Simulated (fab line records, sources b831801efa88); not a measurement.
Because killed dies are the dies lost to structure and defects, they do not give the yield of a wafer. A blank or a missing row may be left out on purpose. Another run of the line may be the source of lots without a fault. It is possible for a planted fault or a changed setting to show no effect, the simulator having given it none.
Commonality check across tools :: flow gf180mcu :: Sample size 12 lots and 48 wafers

REASON IT WAS OPENED
On 4 of the 12 lots, a flag is raised at GF_POLY_GATE_CD_MEAS_10 on the reading cd nm. Fault-free wafers read 280.0 nm, with a standard deviation of 1.4.
Rule: flag the lot when none of its wafers has a number, or when each of its wafers that has one lies beyond 4 standard deviations from that mean. As for the other lots, they are considered sound.

lot: L727
measured: day 9 10:47
on: cd sem-01
cd nm (nm), wafer by wafer: 277.3 277.9 277.0
flag: 

lot: L729
measured: day 10 02:03
on: cd sem-02
cd nm (nm), wafer by wafer: 279.8 279.7 279.7
flag: 

lot: L731
measured: day 10 15:34
on: cd sem-01
cd nm (nm), wafer by wafer: 281.1 280.2 281.9
flag: 

lot: L733
measured: day 11 03:40
on: cd sem-01
cd nm (nm), wafer by wafer: 282.5 281.1 282.3
flag: 

lot: L735
measured: day 11 21:24
on: cd sem-02
cd nm (nm), wafer by wafer: 278.8 278.8 278.3
flag: 

lot: L736
measured: day 12 03:02
on: cd sem-02
cd nm (nm), wafer by wafer: 281.1 279.7 279.9
flag: 

lot: L737
measured: day 12 08:55
on: cd sem-02
cd nm (nm), wafer by wafer: 282.0 282.4 281.0
flag: 

lot: L741
measured: day 13 13:55
on: cd sem-02
cd nm (nm), wafer by wafer: 241.6 240.5 239.7 241.7 240.5 240.0
flag: FLAGGED

lot: L742
measured: day 14 03:29
on: cd sem-01
cd nm (nm), wafer by wafer: 249.2 250.0 247.9 249.4 249.6 248.1
flag: FLAGGED

lot: L743
measured: day 14 10:55
on: cd sem-01
cd nm (nm), wafer by wafer: 249.2 247.4 249.0 249.0 247.4 249.2
flag: FLAGGED

lot: L744
measured: day 14 16:06
on: cd sem-02
cd nm (nm), wafer by wafer: 253.8 253.4 254.7 254.0 254.2 253.9
flag: FLAGGED

lot: L747
measured: day 15 13:07
on: cd sem-01
cd nm (nm), wafer by wafer: 277.9 278.4 278.8
flag: 
On average the flagged lots' numbers are 248.1 nm, which is -31.9 nm against the usual, or -23 standard deviations.

LOT BY LOT: THE TOOL USED
The record holds 3 process steps before the reading, out of a route of 602 steps. In each cell: the tool, then ch and the chambers that the sampled wafers went through, then the start.
lot: L727
flag: 
GF_STI_STRIP_15: plasma asher-04 ch 0,1, day 2 06:30
GF_VT_IMPLANT_STRIP_42: plasma asher-04 ch 0,1, day 7 18:49
GF_POLY_GATE_EXPOSE_07: krf scanner-02 ch 0, day 9 02:38

lot: L729
flag: 
GF_STI_STRIP_15: plasma asher-01 ch 0,1, day 2 18:30
GF_VT_IMPLANT_STRIP_42: plasma asher-01 ch 0,1, day 8 10:14
GF_POLY_GATE_EXPOSE_07: krf scanner-01 ch 0, day 9 17:38

lot: L731
flag: 
GF_STI_STRIP_15: plasma asher-04 ch 0,1, day 3 03:07
GF_VT_IMPLANT_STRIP_42: plasma asher-01 ch 0,1, day 8 21:01
GF_POLY_GATE_EXPOSE_07: krf scanner-01 ch 0, day 10 06:31

lot: L733
flag: 
GF_STI_STRIP_15: plasma asher-04 ch 1, day 3 13:28
GF_VT_IMPLANT_STRIP_42: plasma asher-03 ch 0,1, day 9 09:13
GF_POLY_GATE_EXPOSE_07: krf scanner-01 ch 0, day 10 18:22

lot: L735
flag: 
GF_STI_STRIP_15: plasma asher-01 ch 0,1, day 3 23:55
GF_VT_IMPLANT_STRIP_42: plasma asher-01 ch 1, day 10 02:28
GF_POLY_GATE_EXPOSE_07: krf scanner-02 ch 0, day 11 11:46

lot: L736
flag: 
GF_STI_STRIP_15: plasma asher-01 ch 0,1, day 4 05:33
GF_VT_IMPLANT_STRIP_42: plasma asher-01 ch 0,1, day 10 07:55
GF_POLY_GATE_EXPOSE_07: krf scanner-02 ch 0, day 11 17:17

lot: L737
flag: 
GF_STI_STRIP_15: plasma asher-04 ch 0,1, day 4 11:07
GF_VT_IMPLANT_STRIP_42: plasma asher-03 ch 0,1, day 10 12:49
GF_POLY_GATE_EXPOSE_07: krf scanner-02 ch 0, day 11 23:31

lot: L741
flag: FLAGGED
GF_STI_STRIP_15: plasma asher-04 ch 0,1, day 5 06:34
GF_VT_IMPLANT_STRIP_42: plasma asher-01 ch 0,1, day 11 15:23
GF_POLY_GATE_EXPOSE_07: krf scanner-02 ch 0, day 13 04:13

lot: L742
flag: FLAGGED
GF_STI_STRIP_15: plasma asher-02 ch 0,1, day 5 13:46
GF_VT_IMPLANT_STRIP_42: plasma asher-04 ch 0,1, day 12 03:43
GF_POLY_GATE_EXPOSE_07: krf scanner-02 ch 0, day 13 16:41

lot: L743
flag: FLAGGED
GF_STI_STRIP_15: plasma asher-04 ch 0,1, day 5 19:31
GF_VT_IMPLANT_STRIP_42: plasma asher-03 ch 0,1, day 12 11:49
GF_POLY_GATE_EXPOSE_07: krf scanner-02 ch 0, day 14 00:46

lot: L744
flag: FLAGGED
GF_STI_STRIP_15: plasma asher-01 ch 0,1, day 5 23:43
GF_VT_IMPLANT_STRIP_42: plasma asher-04 ch 0,1, day 12 18:07
GF_POLY_GATE_EXPOSE_07: krf scanner-02 ch 0, day 14 06:08

lot: L747
flag: 
GF_STI_STRIP_15: plasma asher-04 ch 0,1, day 6 15:22
GF_VT_IMPLANT_STRIP_42: plasma asher-03 ch 0,1, day 13 13:02
GF_POLY_GATE_EXPOSE_07: krf scanner-01 ch 0, day 15 02:46
What these steps do:
- GF_STI_STRIP_15: strips in O2/N2.
- GF_VT_IMPLANT_STRIP_42: strips in O2/N2.
- GF_POLY_GATE_EXPOSE_07: exposes mask Poly2, target cd 280 nm.
- GF_POLY_GATE_CD_MEAS_10: target cd 280 nm.

FLAGGED AGAINST TOTAL, ONE TOOL AT A TIME (gauges that did the reading follow at the end)
step: GF_STI_STRIP_15
tool: plasma asher-01
lots run: 4
flagged: 1
share of the flagged lots: some
sound lots run after its first flagged lot: 0

step: GF_STI_STRIP_15
tool: plasma asher-02
lots run: 1
flagged: 1
share of the flagged lots: some
sound lots run after its first flagged lot: 0

step: GF_STI_STRIP_15
tool: plasma asher-04
lots run: 7
flagged: 2
share of the flagged lots: some
sound lots run after its first flagged lot: 1 (L747)

step: GF_VT_IMPLANT_STRIP_42
tool: plasma asher-01
lots run: 5
flagged: 1
share of the flagged lots: some
sound lots run after its first flagged lot: 0

step: GF_VT_IMPLANT_STRIP_42
tool: plasma asher-03
lots run: 4
flagged: 1
share of the flagged lots: some
sound lots run after its first flagged lot: 1 (L747)

step: GF_VT_IMPLANT_STRIP_42
tool: plasma asher-04
lots run: 3
flagged: 2
share of the flagged lots: some
sound lots run after its first flagged lot: 0

step: GF_POLY_GATE_EXPOSE_07
tool: krf scanner-01
lots run: 4
flagged: 0
share of the flagged lots: none
sound lots run after its first flagged lot: -

step: GF_POLY_GATE_EXPOSE_07
tool: krf scanner-02
lots run: 8
flagged: 4
share of the flagged lots: all
sound lots run after its first flagged lot: 0

step: GF_POLY_GATE_CD_MEAS_10
tool: cd sem-01
lots run: 6
flagged: 2
share of the flagged lots: some
sound lots run after its first flagged lot: 1 (L747)

step: GF_POLY_GATE_CD_MEAS_10
tool: cd sem-02
lots run: 6
flagged: 2
share of the flagged lots: some
sound lots run after its first flagged lot: 0

WHAT THE TABLE PERMITS
All flagged lots share 1 row of the table, namely krf scanner-02 at GF_POLY_GATE_EXPOSE_07.
- krf scanner-02 at GF_POLY_GATE_EXPOSE_07 ran 8 lots, 4 of them flagged. It ran its last sound lot, L737, at day 11 23:31 and its first flagged lot, L741, at day 13 04:13: a fault with its onset between the two fits. Its own readings lie more than 4 standard deviations out on every wafer of the flagged lots: exposure dose mJ cm2.
Just one tool remains: krf scanner-02 at GF_POLY_GATE_EXPOSE_07.

WHAT THE SIMULATOR PUT IN
Process parameter drift: krf scanner-02, from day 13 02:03 on, at GF_POLY_GATE_EXPOSE_07. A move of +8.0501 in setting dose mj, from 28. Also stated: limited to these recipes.
Lots struck among those shown: L741, L742, L743, L744. This agrees with what the rule above found.
